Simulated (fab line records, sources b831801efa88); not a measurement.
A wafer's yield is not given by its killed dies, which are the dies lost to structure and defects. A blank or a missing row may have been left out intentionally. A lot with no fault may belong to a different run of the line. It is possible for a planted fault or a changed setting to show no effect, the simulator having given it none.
Code-filled problem report in 8D (eight disciplines) form | flow sky130 | the parts of the form that need people (team, actions taken, sign-off) are left out

== 1. THE ISSUE ==
Wafers without a fault read 30.002 mTorr, standard deviation 0.027; chamber-pressure-mTorr at SKY_POLY_GATE_ETCH_15 reads a mean of 35.959 mTorr on 2 wafers belonging to 2 lots. That is +99 or more standard deviations from the usual mean.
The step: etches BARC in N2/H2, stops on SiO2, time 118.5 s, target depth 110 nm.
The first sign was on wafer L475.1 at day 20 10:47, on rie-diel-01. Wafers with a number at this step in the record: 18, from 6 lots. Rule for "out" (also "out of limits"): further than 4 standard deviations from the usual mean. Any other wafer with a number is counted as sound.

== 2. WHAT IT IS, AND WHAT IT ISN'T ==
question                    | is                     | is not
which readings at this step | chamber-pressure-mTorr | drypump-motor-current-A, rf-fwd-power-W, throttle-valve-pct
which lots                  | L475, L476             | L474, L482, L488, L489
which wafers of those lots  | L475.1, L476.6         | L475.4, L475.5, L476.3, L476.5
read on which tools         | rie-diel-01            | rie-diel-03
when                        | from day 20 10:47      | up to then (5 sound wafers); but 11 sound wafers of L476, L482, L488, L489 came after

== 3. WHAT RULES OUT EACH SUSPECT ==
Counting: if a tool at a process step up to the reading ran every lot that is out, it stays a suspect. Sound lots after the first of them don't rule it out here, since some wafers of a struck lot are sound.
- rie-diel-01 at SKY_POLY_GATE_ETCH_15 (etches BARC in N2/H2, stops on SiO2, time 118.5 s, target depth 110 nm): kept. Ran every lot that is out, first one L475 (day 20 10:47); last sound lot up to then L474 (day 19 20:28). Its own chamber-pressure-mTorr readings are out on those wafers.
- rie-diel-01, SKY_POLY_GATE_ETCH_15: wafers that are out in chamber 3, sound lot-mates in chambers 0, 2.
The count leaves rie-diel-01 at SKY_POLY_GATE_ETCH_15.

== 4. THE CAUSE (what the simulator had put in) ==
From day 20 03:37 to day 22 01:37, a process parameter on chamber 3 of rie-diel-01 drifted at SKY_POLY_GATE_ETCH_15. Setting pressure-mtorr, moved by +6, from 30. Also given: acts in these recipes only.
The count eliminated every tool but this one.

== 5. THE CHAIN OF EFFECTS, in route order ==
Each row: a reading whose mean over the struck wafers that have a number lies more than 3 standard deviations from the usual. Only readings whose record carries a usual standard deviation are examined. hours: median over the lots of the time between each lot's start at the first step of this table that gives one and its start at this step. sigmas: the change, counted in usual standard deviations.
hours | step                  | reading                | usual        | on struck wafers | change | sigmas
0     | SKY_POLY_GATE_ETCH_15 | chamber-pressure-mTorr | 30.002 mTorr | 35.959           | +5.957 | +99 or more
Process steps it contains:
- SKY_POLY_GATE_ETCH_15: etches BARC in N2/H2, stops on SiO2, time 118.5 s, target depth 110 nm.

== 6. HOW IT WOULD HAVE BEEN CAUGHT EARLIER ==
The fault began at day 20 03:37; the first out-of-limits reading in this record came at day 20 10:47, 7 hours later.
